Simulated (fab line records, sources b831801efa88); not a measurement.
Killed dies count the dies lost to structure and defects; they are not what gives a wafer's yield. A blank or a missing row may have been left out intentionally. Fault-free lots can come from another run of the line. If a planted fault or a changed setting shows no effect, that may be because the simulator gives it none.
A lot that was struck, set against a sound lot	flow sky130	15 out of 708 route steps
Sound: wafers L229.4, L229.5, L229.6. Struck: wafers L247.2, L247.3, L247.6. The cause comes at the end.
Order at every step that has rows: each side's tool, ch and its chambers, its first start. Under that, the readings that differ: sound wafers	struck wafers	difference of the means	sigmas: that difference in standard deviations of wafers without a fault.
alike: same words and numbers on both sides, and readings whose means sit less than 2 such deviations apart. not compared: any withheld reading, any reading some wafer has no value for, any bound like >300 that may hide the same value, and any number with overlapping values for which the record gives no deviation.
The two part at a step that has a row with sigmas, a row that says differs or no value, or rows on one side only. Non-overlapping numbers with no deviation appear without sigmas and do not part them. A reading that every wafer of one side lacks parts them only if that side has two wafers or more.

SKY_METAL3_STRIP_19: strips in O2/N2.
  sound on plasma asher-03 ch 0,1, day 38 19:25; struck on plasma asher-03 ch 1, day 44 11:47
  alike: drypump motor current A, oes product au, strip time to endpoint s
  not compared: rf hours counter h
then, 4 steps without rows for these wafers: SKY_METAL3_STRIP_20 (strips in post etch residue remover, time 1200 s); SKY_METAL3_CLEAN_21 (cleans in IPA, time 180 s); SKY_METAL3_CLEAN_22 (cleans in O3/DIW); SKY_VIA3_HDPCVD_00 (deposits SiO2, target thk 1635 nm, time 272.5 s).
SKY_VIA3_THK_MEAS_01:
  sound: film metro-03 at day 38 20:11; struck: film metro-01 at day 44 12:34
  alike: VIA3_HDPCVD_THK
SKY_VIA3_CMP_02: polishes SiO2.
  sound on cmp-02 ch 0,3, day 38 20:16; struck on cmp-02 ch 1,3, day 44 12:49
  alike: head pressure psi, motor current A
SKY_VIA3_BOW_MEAS_03:
  sound: film metro-01 at day 38 20:34; struck: film metro-01 at day 44 13:05
  alike: VIA3_BOW
then, 4 steps without rows for these wafers: SKY_VIA3_DEHYDRATE_04 (time 60 s); SKY_VIA3_HMDS_05 (prime time 60 s); SKY_VIA3_COAT_06 (resist thk 60 nm); SKY_VIA3_COAT_07 (resist thk 450 nm).
SKY_VIA3_SOFTBAKE_08: time 90 s.
  sound on litho track-01 ch 0, day 39 09:00; struck on litho track-02 ch 0, day 44 23:00
reading	sound	struck	difference	sigmas
heater power total W (W)	57.29 57.40 57.44	58.41 58.47 58.37	+1.04	+9
plate temp C (C)	100.09 100.00 100.07	- - -	no value on the struck wafers	
run length s (s)	119.30 119.39 119.42	114.00 113.94 114.08	-5.36	-30
then, 1 step without rows for these wafers: SKY_VIA3_EXPOSE_09 (exposes mask VIM3, target cd 200 nm).
-- the record jumps here: 6 days lie between the struck wafers' starts before and after (it left off in module VIA3 and takes up again in module PAD_OPEN, whose first step shown is number 708 of the route) --
SKY_PAD_OPEN_PROBE_99:
  sound: prober-02 at day 46 00:58; struck: prober-02 at day 50 12:06
  alike: defect limited yield, killed_at_M0_to_M3, killed_at_M4_up, killed at contacts, killed at front end, killed at other, killed dies, killed open, killed short, sort_bin_3_pad_short, sort_bin_5_function, sort_bin_6_memory, sort n pass, sort yield pct

## WHERE THEY PART
SKY_VIA3_SOFTBAKE_08 only, going by this record. Later steps at which nothing parts them and some readings are alike: SKY_PAD_OPEN_PROBE_99.

WHY: what had been put in by the simulator
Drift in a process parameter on litho track-02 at SKY_VIA3_SOFTBAKE_08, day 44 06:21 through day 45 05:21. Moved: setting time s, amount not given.
